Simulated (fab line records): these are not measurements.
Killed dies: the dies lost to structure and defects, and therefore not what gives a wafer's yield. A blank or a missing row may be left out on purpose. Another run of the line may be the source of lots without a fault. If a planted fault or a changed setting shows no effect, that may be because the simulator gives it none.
Problem report, 8D (eight disciplines) form, completed by code | flow sky130 | the parts of the form that need people (team, actions taken, sign-off) are left out

1. PROBLEM STATEMENT
spinSpeedRpm at SKY_METAL2_COAT_09 reads a mean of 2736.8 rpm on 6 wafers of 2 lots; wafers without a fault read 3000.0 rpm with a standard deviation of 1.9. That is -99 or more standard deviations from the usual mean.
The step: resist thk 60 nm.
Earliest sighting: wafer L113.1 on lithoTrack-02 at day 40 03:17. Wafers with a number at this step in the record: 33, from 11 lots. The rule behind "out" and "out of limits": a value lying over 4 standard deviations away from the usual mean. The other wafers with a number count as sound.

2. WHAT IT IS AND WHAT IT IS NOT
question                    | is                     | is not
which readings at this step | spinSpeedRpm           | -
which lots                  | L113, L117             | L101, L102, L105, L108, L112, L114, L119, L120, L999
which wafers of those lots  | all that have a number | -
read on which tools         | lithoTrack-02          | lithoTrack-03, lithoTrack-04
when                        | from day 40 03:17      | up to then (18 sound wafers); but 9 sound wafers of L114, L119, L120 came after

3. WHAT RULES OUT EACH SUSPECT
Counting: any tool at a process step up to the reading is kept as a suspect provided that every lot that is out went through it and no sound lot did after the first of them.
- lithoTrack-02 at SKY_METAL2_COAT_09 (resist thk 60 nm): kept. Every lot that is out went through it, starting with L113 (day 40 03:17), and after that it ran no sound lot; the last sound lot it ran before then is L112 (day 40 02:32). Out on those wafers are its own readings of spinSpeedRpm.
The count leaves lithoTrack-02 at SKY_METAL2_COAT_09.

4. THE CAUSE (what the simulator had put in)
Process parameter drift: lithoTrack-02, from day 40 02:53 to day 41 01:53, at SKY_METAL2_COAT_09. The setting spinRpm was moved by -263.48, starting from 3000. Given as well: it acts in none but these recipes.
After counting, this tool was the only one left.

5. THE CHAIN OF EFFECTS, in route order
Rows list readings where the struck wafers' mean (over those with a number) sits beyond 3 standard deviations from the usual. Only readings for which the record gives a usual standard deviation are gone through. hours: the time from each lot's start at the first step in this table that gives one to its start at this step, as a median over the lots. sigmas: the change in usual standard deviations.
hours | step               | reading      | usual      | on struck wafers | change | sigmas
0     | SKY_METAL2_COAT_09 | spinSpeedRpm | 3000.0 rpm | 2736.8           | -263.2 | -99 or more
12    | SKY_METAL2_ETCH_18 | oesProductAu | 0.855 a.u. | 0.875            | +0.020 | +4.0
Its process steps:
- SKY_METAL2_COAT_09: resist thk 60 nm.
- SKY_METAL2_ETCH_18: etches BARC in N2/H2, stops on SiO2, time 45.9 s, target depth 60 nm.

6. HOW IT WOULD HAVE BEEN CAUGHT EARLIER
First out-of-limits reading in this record: day 40 03:17, which is 0 hours after fault onset at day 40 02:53.
